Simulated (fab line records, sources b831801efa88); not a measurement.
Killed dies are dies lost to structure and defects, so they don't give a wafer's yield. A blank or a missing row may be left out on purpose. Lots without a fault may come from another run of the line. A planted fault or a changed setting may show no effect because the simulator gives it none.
Problem report in the 8D (eight disciplines) form, filled by code | flow sky130 | the parts of the form that need people (team, actions taken, sign-off) are left out

1. THE PROBLEM
CAPM_CVD_00_THK at SKY_CAPM_THK_MEAS_01 reads a mean of 18.33 nm on 1 wafer of 1 lot; wafers without a fault read 15.45 nm with a standard deviation of 0.23. That is +13 standard deviations from the usual mean.
First seen on wafer L473.4, day 39 23:07, on film_metro-02. The record holds 33 wafers of 11 lots with a number at this step. Rule for "out", or "out of limits": more than 4 standard deviations from the usual mean. The other wafers with a number count as sound.

2. WHAT IT IS AND WHAT IT IS NOT
question                    | is                | is not
which readings at this step | CAPM_CVD_00_THK   | -
which lots                  | L473              | L463, L464, L467, L468, L469, L481, L482, L483, L484, L485
which wafers of those lots  | L473.4            | L473.1, L473.6
read on which gauges        | film_metro-02     | film_metro-03, film_metro-04
when                        | from day 39 23:07 | up to then (17 sound wafers); but 15 sound wafers of L481, L482, L483, L484, L485 came after

3. SUSPECTS, AND WHAT RULES EACH OUT
Counting: a tool at a process step up to the reading stays a suspect if it ran every lot that is out. Sound lots after the first of them don't rule it out here, since some wafers of a struck lot are sound.
- the gauge at SKY_CAPM_THK_MEAS_01: ruled out. All the wafers that are out were read on film_metro-02, but those of them that SKY_METAL3_ETCH_17 has rows for are out there too, on other tools.
- rie_metal-01 at SKY_METAL1_DESCUM_17 (chemistry O2, time 8 s): kept. It ran the lot that is out, L473 (day 36 14:04); its last sound lot up to then is L464 (day 33 17:16).
- cmp-02 at SKY_VIA1_CMP_02 (polishes SiO2): kept. It ran the lot that is out, L473 (day 36 15:02); its last sound lot up to then is L467 (day 34 09:10).
- pecvd-01 at SKY_CAPM_CVD_00 (deposits SiO2, target thk 15.5 nm): kept. It ran the lot that is out, L473 (day 39 23:05); its last sound lot up to then is L469 (day 38 21:52).
- Within pecvd-01 at SKY_CAPM_CVD_00: the wafers that are out ran in chamber 1; their sound lot-mates ran in chambers 0, 2.
Left after counting: rie_metal-01 at SKY_METAL1_DESCUM_17, cmp-02 at SKY_VIA1_CMP_02, pecvd-01 at SKY_CAPM_CVD_00.

4. THE CAUSE (what the simulator had put in)
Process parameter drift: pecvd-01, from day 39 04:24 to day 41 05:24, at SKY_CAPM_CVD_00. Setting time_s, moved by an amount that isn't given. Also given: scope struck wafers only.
Counting left 3 suspects, and this tool is among them.

5. THE CHAIN OF EFFECTS, in route order
Each row: a reading whose mean over the struck wafers that have a number lies more than 3 standard deviations from the usual. Only readings for which the record gives a usual standard deviation are gone through. hours: the time from each lot's start at the first step in this table that gives one to its start at this step, as a median over the lots. sigmas: the change in usual standard deviations.
hours | step                 | reading         | usual      | on struck wafers | change | sigmas
0     | SKY_CAPM_THK_MEAS_01 | CAPM_CVD_00_THK | 15.45 nm   | 18.33            | +2.88  | +13
47    | SKY_METAL3_ETCH_17   | oes_product_au  | 0.753 a.u. | 0.822            | +0.069 | +10
The process steps in it:
- SKY_METAL3_ETCH_17: etches SiO2 in C4F8/O2/Ar, stops on TiN, time 3.9 s, target depth 15 nm.

6. WHAT WOULD HAVE CAUGHT IT SOONER
In this record the first reading out of limits at a measuring or inspecting step was taken at day 39 23:07, 19 hours after the fault began at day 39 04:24.
Of the tool readings at SKY_CAPM_CVD_00 for which the record gives a usual standard deviation, none was out on any struck wafer, so an alarm limit of 4 standard deviations on them would not have fired.
All the lots that are out (1) had begun SKY_CAPM_CVD_00 on pecvd-01 by day 39 23:07. A hold on the tool at that time would have spared none of them.
